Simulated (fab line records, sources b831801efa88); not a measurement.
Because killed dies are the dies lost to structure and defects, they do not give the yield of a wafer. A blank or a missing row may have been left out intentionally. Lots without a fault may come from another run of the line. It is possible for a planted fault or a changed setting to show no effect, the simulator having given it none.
What tool caused it? ; flow gf180mcu ; route of 602 steps, sampled at 1 step: 13 lots, 39 wafers

WHAT THE GAUGES SHOWED, per wafer
GF_V1_OVL_MEAS_15. Usual: V1_OVL -3 nm, standard deviation 5.7.
lot;measured;on;V1_OVL (nm);flag
L775;day 18 09:44;overlay-01;-3 2 -8;
L776;day 18 23:46;overlay-02;-9 -6 -4;
L777;day 19 01:25;overlay-02;-7 9 8;
L778;day 19 16:59;overlay-02;-5 -9 -9;
L779;day 20 00:56;overlay-01;-11 -11 -18;
L781;day 20 19:31;overlay-01;-3 1 3;
L782;day 21 01:49;overlay-01;7 1 6;
L783;day 21 13:16;overlay-01;6 -1 3;
L784;day 21 23:14;overlay-02;-9 -14 -13;
L785;day 22 06:04;overlay-01;5 1 -10;
L786;day 22 18:10;overlay-02;-3 5 1;
L787;day 22 23:10;overlay-01;-3 0 -3;
L797;day 26 04:23;overlay-01;6 0 1;

TOOL THAT RAN EACH LOT (tool first, then ch and the chambers of the sampled wafers, then the start)
No process step before these readings appears in the record.

WHAT THE TOOLS THEMSELVES READ (means of the sampled wafers that have a number; where no wafer has one, the mark that the record gives instead)
The record holds no such reading with a usual standard deviation.

THE ANSWER, worked out from the rows above alone
Rule: lot off if the mean of its wafers having a number is beyond 3 standard deviations from the usual mean. A lot without any number at a reading at which 4 lots or more have one is off too. Any other lot the step has rows for is counted as sound. First the gauges in route order, then the tools' own readings, where a lot's mean is used as printed above. The first step at which some lot is off is used, and at that step the reading that is off furthest; a lot without a number counts as furthest.
No lot is off at any reading shown: from this, nothing can be told.

WHAT THE SIMULATOR HAD PUT IN
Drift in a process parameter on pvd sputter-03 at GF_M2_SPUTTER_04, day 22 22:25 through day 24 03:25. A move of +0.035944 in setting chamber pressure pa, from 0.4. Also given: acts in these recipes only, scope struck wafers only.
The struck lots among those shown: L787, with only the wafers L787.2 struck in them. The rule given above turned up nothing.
